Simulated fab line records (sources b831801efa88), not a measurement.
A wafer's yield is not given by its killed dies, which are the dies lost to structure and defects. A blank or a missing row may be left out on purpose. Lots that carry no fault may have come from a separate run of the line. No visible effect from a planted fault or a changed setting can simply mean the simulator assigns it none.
What tool caused it? || flow gf180mcu || Sampling: 24 lots, 72 wafers, 3 of 602 route steps

## WHAT THE GAUGES READ, wafer by wafer
GF_M5_CD_MEAS_07: the cd target is 280 nm.
{"lot": "L074", "measured": "day 26 09:44", "on": "cd sem-02", "cd nm (nm)": "280.3 280.2 280.6"}
{"lot": "L075", "measured": "day 26 14:29", "on": "cd sem-02", "cd nm (nm)": "278.1 280.1 279.2"}
{"lot": "L076", "measured": "day 27 06:01", "on": "cd sem-01", "cd nm (nm)": "280.7 279.4 279.7"}
{"lot": "L077", "measured": "day 27 11:40", "on": "cd sem-01", "cd nm (nm)": "278.3 277.8 277.6"}
{"lot": "L079", "measured": "day 27 20:58", "on": "cd sem-01", "cd nm (nm)": "280.7 280.6 280.5"}
{"lot": "L078", "measured": "day 28 01:05", "on": "cd sem-01", "cd nm (nm)": "280.5 280.1 280.6"}
{"lot": "L080", "measured": "day 28 07:26", "on": "cd sem-01", "cd nm (nm)": "282.2 282.1 282.3"}
{"lot": "L081", "measured": "day 28 14:56", "on": "cd sem-02", "cd nm (nm)": "279.1 279.6 279.5"}
{"lot": "L082", "measured": "day 29 00:55", "on": "cd sem-02", "cd nm (nm)": "278.9 280.2 278.9"}
{"lot": "L083", "measured": "day 29 06:43", "on": "cd sem-01", "cd nm (nm)": "278.6 277.2 278.7"}
{"lot": "L084", "measured": "day 29 12:08", "on": "cd sem-01", "cd nm (nm)": "279.0 279.0 278.7"}
{"lot": "L085", "measured": "day 29 19:13", "on": "cd sem-01", "cd nm (nm)": "279.9 279.8 278.5"}
{"lot": "L086", "measured": "day 30 02:22", "on": "cd sem-02", "cd nm (nm)": "281.1 279.4 279.7"}
{"lot": "L087", "measured": "day 30 07:16", "on": "cd sem-02", "cd nm (nm)": "280.1 279.3 281.3"}
{"lot": "L088", "measured": "day 30 11:59", "on": "cd sem-01", "cd nm (nm)": "280.1 280.4 280.6"}
{"lot": "L089", "measured": "day 30 17:18", "on": "cd sem-01", "cd nm (nm)": "279.4 278.5 279.2"}
{"lot": "L090", "measured": "day 31 03:37", "on": "cd sem-02", "cd nm (nm)": "279.2 280.1 279.0"}
{"lot": "L091", "measured": "day 31 08:14", "on": "cd sem-01", "cd nm (nm)": "281.3 280.6 279.7"}
{"lot": "L092", "measured": "day 31 16:11", "on": "cd sem-02", "cd nm (nm)": "280.6 280.2 281.2"}
{"lot": "L093", "measured": "day 31 20:07", "on": "cd sem-01", "cd nm (nm)": "281.8 281.6 281.7"}
{"lot": "L094", "measured": "day 32 00:43", "on": "cd sem-01", "cd nm (nm)": "280.2 278.5 280.1"}
{"lot": "L095", "measured": "day 32 09:13", "on": "cd sem-02", "cd nm (nm)": "282.1 281.1 281.6"}
{"lot": "L096", "measured": "day 32 16:05", "on": "cd sem-01", "cd nm (nm)": "280.3 279.5 280.6"}
{"lot": "L097", "measured": "day 32 21:27", "on": "cd sem-02", "cd nm (nm)": "281.0 281.5 280.6"}

## WHAT TOOL EACH LOT RAN ON (gives the tool, then ch and the chambers of the sampled wafers, and finally the start)
{"lot": "L074", "GF_M2_SPUTTER_01": "pvd sputter-03, day 18 05:31", "GF_V3_ETCH_17": "rie diel-04 ch 1,2,3, day 26 09:44 or earlier"}
{"lot": "L075", "GF_M2_SPUTTER_01": "pvd sputter-01, day 18 11:44", "GF_V3_ETCH_17": "rie diel-02 ch 0,1,2, day 26 14:29 or earlier"}
{"lot": "L076", "GF_M2_SPUTTER_01": "pvd sputter-01, day 19 04:55", "GF_V3_ETCH_17": "rie diel-03 ch 0,1,2, day 27 06:01 or earlier"}
{"lot": "L077", "GF_M2_SPUTTER_01": "pvd sputter-02, day 19 13:14", "GF_V3_ETCH_17": "rie diel-04 ch 0,1,3, day 27 11:40 or earlier"}
{"lot": "L079", "GF_M2_SPUTTER_01": "pvd sputter-01, day 20 00:56", "GF_V3_ETCH_17": "rie diel-04 ch 0,1,2, day 27 20:58 or earlier"}
{"lot": "L078", "GF_M2_SPUTTER_01": "pvd sputter-01, day 20 05:16", "GF_V3_ETCH_17": "rie diel-03 ch 0,1, day 28 01:05 or earlier"}
{"lot": "L080", "GF_M2_SPUTTER_01": "pvd sputter-02, day 20 12:50", "GF_V3_ETCH_17": "rie diel-04 ch 0,2, day 28 07:26 or earlier"}
{"lot": "L081", "GF_M2_SPUTTER_01": "pvd sputter-01, day 20 22:34", "GF_V3_ETCH_17": "rie diel-04 ch 0,1,2, day 28 14:56 or earlier"}
{"lot": "L082", "GF_M2_SPUTTER_01": "pvd sputter-03, day 21 11:01", "GF_V3_ETCH_17": "rie diel-03 ch 2,3, day 29 00:55 or earlier"}
{"lot": "L083", "GF_M2_SPUTTER_01": "pvd sputter-03, day 21 18:00", "GF_V3_ETCH_17": "rie diel-02 ch 1,2, day 29 06:43 or earlier"}
{"lot": "L084", "GF_M2_SPUTTER_01": "pvd sputter-02, day 22 01:51", "GF_V3_ETCH_17": "rie diel-02 ch 0,2,3, day 29 12:08 or earlier"}
{"lot": "L085", "GF_M2_SPUTTER_01": "pvd sputter-01, day 22 10:37", "GF_V3_ETCH_17": "rie diel-03 ch 1,2, day 29 19:13 or earlier"}
{"lot": "L086", "GF_M2_SPUTTER_01": "pvd sputter-01, day 22 16:40", "GF_V3_ETCH_17": "rie diel-04 ch 0,3, day 30 02:22 or earlier"}
{"lot": "L087", "GF_M2_SPUTTER_01": "pvd sputter-01, day 23 00:08", "GF_V3_ETCH_17": "rie diel-03 ch 0,2,3, day 30 07:16 or earlier"}
{"lot": "L088", "GF_M2_SPUTTER_01": "pvd sputter-02, day 23 07:53", "GF_V3_ETCH_17": "rie diel-02 ch 1,2,3, day 30 11:59 or earlier"}
{"lot": "L089", "GF_M2_SPUTTER_01": "pvd sputter-01, day 23 15:05", "GF_V3_ETCH_17": "rie diel-03 ch 0,1,2, day 30 17:18 or earlier"}
{"lot": "L090", "GF_M2_SPUTTER_01": "pvd sputter-03, day 24 01:40", "GF_V3_ETCH_17": "rie diel-04 ch 1,2,3, day 31 03:37 or earlier"}
{"lot": "L091", "GF_M2_SPUTTER_01": "pvd sputter-03, day 24 11:07", "GF_V3_ETCH_17": "rie diel-04 ch 0,3, day 31 08:14 or earlier"}
{"lot": "L092", "GF_M2_SPUTTER_01": "pvd sputter-03, day 24 16:22", "GF_V3_ETCH_17": "rie diel-02 ch 1,2, day 31 16:11 or earlier"}
{"lot": "L093", "GF_M2_SPUTTER_01": "pvd sputter-02, day 24 21:02", "GF_V3_ETCH_17": "rie diel-04 ch 0,1, day 31 20:07 or earlier"}
{"lot": "L094", "GF_M2_SPUTTER_01": "pvd sputter-01, day 25 06:03", "GF_V3_ETCH_17": "rie diel-03 ch 2,3, day 32 00:43 or earlier"}
{"lot": "L095", "GF_M2_SPUTTER_01": "pvd sputter-02, day 25 15:36", "GF_V3_ETCH_17": "rie diel-02 ch 0,1,2, day 32 09:13 or earlier"}
{"lot": "L096", "GF_M2_SPUTTER_01": "pvd sputter-02, day 25 20:54", "GF_V3_ETCH_17": "rie diel-02 ch 1,2,3, day 32 16:05 or earlier"}
{"lot": "L097", "GF_M2_SPUTTER_01": "pvd sputter-03, day 26 09:01", "GF_V3_ETCH_17": "rie diel-04 ch 1,2,3, day 32 21:27 or earlier"}
- GF_M2_SPUTTER_01: material TiN, target thk 30 nm, time 25 s.
- GF_V3_ETCH_17: etches SiO2 in C4F8/O2/Ar, stops on TiN, target depth 635 nm.

## WHAT THE TOOLS THEMSELVES READ (means of the sampled wafers that have a number; where no wafer has one, the mark that the record gives instead)
GF_M2_SPUTTER_01.
{"lot": "L074", "tool": "pvd sputter-03", "throttle valve pct (%)": 30.5}
{"lot": "L075", "tool": "pvd sputter-01", "throttle valve pct (%)": 31.1}
{"lot": "L076", "tool": "pvd sputter-01", "throttle valve pct (%)": 30.8}
{"lot": "L077", "tool": "pvd sputter-02", "throttle valve pct (%)": 30.6}
{"lot": "L079", "tool": "pvd sputter-01", "throttle valve pct (%)": 30.5}
{"lot": "L078", "tool": "pvd sputter-01", "throttle valve pct (%)": 30.0}
{"lot": "L080", "tool": "pvd sputter-02", "throttle valve pct (%)": 30.7}
{"lot": "L081", "tool": "pvd sputter-01", "throttle valve pct (%)": 30.9}
{"lot": "L082", "tool": "pvd sputter-03", "throttle valve pct (%)": 30.2}
{"lot": "L083", "tool": "pvd sputter-03", "throttle valve pct (%)": 30.5}
{"lot": "L084", "tool": "pvd sputter-02", "throttle valve pct (%)": 30.1}
{"lot": "L085", "tool": "pvd sputter-01", "throttle valve pct (%)": 29.7}
{"lot": "L086", "tool": "pvd sputter-01", "throttle valve pct (%)": 30.7}
{"lot": "L087", "tool": "pvd sputter-01", "throttle valve pct (%)": 30.8}
{"lot": "L088", "tool": "pvd sputter-02", "throttle valve pct (%)": 29.8}
{"lot": "L089", "tool": "pvd sputter-01", "throttle valve pct (%)": 30.7}
{"lot": "L090", "tool": "pvd sputter-03", "throttle valve pct (%)": 30.5}
{"lot": "L091", "tool": "pvd sputter-03", "throttle valve pct (%)": 30.7}
{"lot": "L092", "tool": "pvd sputter-03", "throttle valve pct (%)": 30.6}
{"lot": "L093", "tool": "pvd sputter-02", "throttle valve pct (%)": 30.1}
{"lot": "L094", "tool": "pvd sputter-01", "throttle valve pct (%)": 30.2}
{"lot": "L095", "tool": "pvd sputter-02", "throttle valve pct (%)": 29.6}
{"lot": "L096", "tool": "pvd sputter-02", "throttle valve pct (%)": 30.0}
{"lot": "L097", "tool": "pvd sputter-03", "throttle valve pct (%)": 30.5}

GF_V3_ETCH_17.
{"lot": "L074", "tool": "rie diel-04", "oes product au (a.u.)": 0.855}
{"lot": "L075", "tool": "rie diel-02", "oes product au (a.u.)": 0.853}
{"lot": "L076", "tool": "rie diel-03", "oes product au (a.u.)": 0.857}
{"lot": "L077", "tool": "rie diel-04", "oes product au (a.u.)": 0.851}
{"lot": "L079", "tool": "rie diel-04", "oes product au (a.u.)": 0.851}
{"lot": "L078", "tool": "rie diel-03", "oes product au (a.u.)": 0.854}
{"lot": "L080", "tool": "rie diel-04", "oes product au (a.u.)": 0.855}
{"lot": "L081", "tool": "rie diel-04", "oes product au (a.u.)": 0.857}
{"lot": "L082", "tool": "rie diel-03", "oes product au (a.u.)": 0.855}
{"lot": "L083", "tool": "rie diel-02", "oes product au (a.u.)": 0.854}
{"lot": "L084", "tool": "rie diel-02", "oes product au (a.u.)": 0.859}
{"lot": "L085", "tool": "rie diel-03", "oes product au (a.u.)": 0.861}
{"lot": "L086", "tool": "rie diel-04", "oes product au (a.u.)": 0.853}
{"lot": "L087", "tool": "rie diel-03", "oes product au (a.u.)": 0.856}
{"lot": "L088", "tool": "rie diel-02", "oes product au (a.u.)": 0.856}
{"lot": "L089", "tool": "rie diel-03", "oes product au (a.u.)": 0.854}
{"lot": "L090", "tool": "rie diel-04", "oes product au (a.u.)": 0.852}
{"lot": "L091", "tool": "rie diel-04", "oes product au (a.u.)": 0.856}
{"lot": "L092", "tool": "rie diel-02", "oes product au (a.u.)": 0.857}
{"lot": "L093", "tool": "rie diel-04", "oes product au (a.u.)": 0.857}
{"lot": "L094", "tool": "rie diel-03", "oes product au (a.u.)": 0.858}
{"lot": "L095", "tool": "rie diel-02", "oes product au (a.u.)": 0.854}
{"lot": "L096", "tool": "rie diel-02", "oes product au (a.u.)": 0.854}
{"lot": "L097", "tool": "rie diel-04", "oes product au (a.u.)": 0.861}

## THE ANSWER, worked out from the rows above alone
Rule: the usual values come from the lots themselves. The widest of any qualifying gaps counts: lots, ordered by their means at a reading, are off when they make up no more than a third of the lots, leave a main group of 4 or more, and stand apart from it by 3 or more times the standard deviation of that group's means. Not used: any main group whose means are identical at the precision the tables above print for the reading. Also off: a lot with no number at a reading for which 4 or more lots have one. Where the step has rows for the other lots, those lots are counted as sound. After the gauges, taken in route order, come the tools' own readings; for these a lot's mean is taken, as printed above. At the first step where some lot is off, the reading lying furthest off is the one used; lots without a number count as furthest.
No lot is off on any of the readings shown, so nothing can be concluded from this.

## WHAT THE SIMULATOR PUT IN
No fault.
